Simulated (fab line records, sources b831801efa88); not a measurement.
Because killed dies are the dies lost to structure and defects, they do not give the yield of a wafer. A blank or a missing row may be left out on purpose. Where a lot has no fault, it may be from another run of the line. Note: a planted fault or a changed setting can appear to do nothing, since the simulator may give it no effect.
Commonality check across tools ; flow sky130 ; 13 lots and 39 wafers in the sample

== WHAT PROMPTED THE OPENING ==
SKY_DNWELL_TW_MEAS_09, reading DNWELL_TW: flagged on 4 of 13 lots. Wafers without a fault read 1120, standard deviation 6.7.
Rule: a lot gets a flag if all its wafers with a number sit over 4 standard deviations from that mean, or if no wafer of it has a number. All remaining lots are regarded as sound.

lot;measured;on;DNWELL_TW, wafer by wafer;flag
L125;day 3 12:35;film_metro-01;1107 1103 1102;
L126;day 4 01:11;film_metro-04;1121 1119 1117;
L127;day 4 10:19;film_metro-01;1126 1121 1120;
L129;day 4 10:35;film_metro-04;1115 1123 1120;
L130;day 4 21:11;film_metro-04;1121 1117 1120;
L131;day 5 10:25;film_metro-01;1115 1118 1116;
L133;day 5 10:46;film_metro-04;1106 1112 1116;
L132;day 5 11:08;film_metro-02;1130 1136 1132;
L134;day 5 11:11;film_metro-01;1109 1121 1114;
L135;day 5 20:31;film_metro-04;2014 2028 2021;FLAGGED
L137;day 6 03:11;film_metro-02;2050 2043 2050;FLAGGED
L136;day 6 03:32;film_metro-04;2029 2028 2027;FLAGGED
L138;day 6 05:32;film_metro-04;2015 2024 2023;FLAGGED
On average the flagged lots read 2029, which is +909 against the usual, or +99 or more standard deviations.

== TOOL THAT RAN EACH LOT ==
The record keeps 1 process step preceding the reading, out of 708 steps on the route. Read each cell as the tool, then ch plus the chambers that the sampled wafers visited, then the start.
lot;flag;SKY_DNWELL_IMPLANT_07
L125;;implanter-01 ch 0, day 3 12:23
L126;;implanter-04 ch 0, day 4 00:56
L127;;implanter-01 ch 0, day 4 10:04
L129;;implanter-03 ch 0, day 4 10:21
L130;;implanter-03 ch 0, day 4 20:58
L131;;implanter-01 ch 0, day 5 10:11
L133;;implanter-04 ch 0, day 5 10:31
L132;;implanter-03 ch 0, day 5 10:55
L134;;implanter-01 ch 0, day 5 10:58
L135;FLAGGED;implanter-01 ch 0, day 5 20:17
L137;FLAGGED;implanter-03 ch 0, day 6 02:58
L136;FLAGGED;implanter-01 ch 0, day 6 03:19
L138;FLAGGED;implanter-03 ch 0, day 6 05:17
What the steps here do:
- SKY_DNWELL_IMPLANT_07
- SKY_DNWELL_TW_MEAS_09

== FLAGGED OVER TOTAL, TOOL BY TOOL (the gauges that took the reading come last) ==
step;tool;lots run;flagged;share of the flagged lots;sound lots run after its first flagged lot
SKY_DNWELL_IMPLANT_07;implanter-01;6;2;some;0
SKY_DNWELL_IMPLANT_07;implanter-03;5;2;some;0
SKY_DNWELL_IMPLANT_07;implanter-04;2;0;none;-
SKY_DNWELL_TW_MEAS_09;film_metro-01;4;0;none;-
SKY_DNWELL_TW_MEAS_09;film_metro-02;2;1;some;0
SKY_DNWELL_TW_MEAS_09;film_metro-04;7;3;some;0

== WHAT THE TABLE ALLOWS ==
No row of the table ran every flagged lot.

== WHAT THE SIMULATOR HAD PUT IN ==
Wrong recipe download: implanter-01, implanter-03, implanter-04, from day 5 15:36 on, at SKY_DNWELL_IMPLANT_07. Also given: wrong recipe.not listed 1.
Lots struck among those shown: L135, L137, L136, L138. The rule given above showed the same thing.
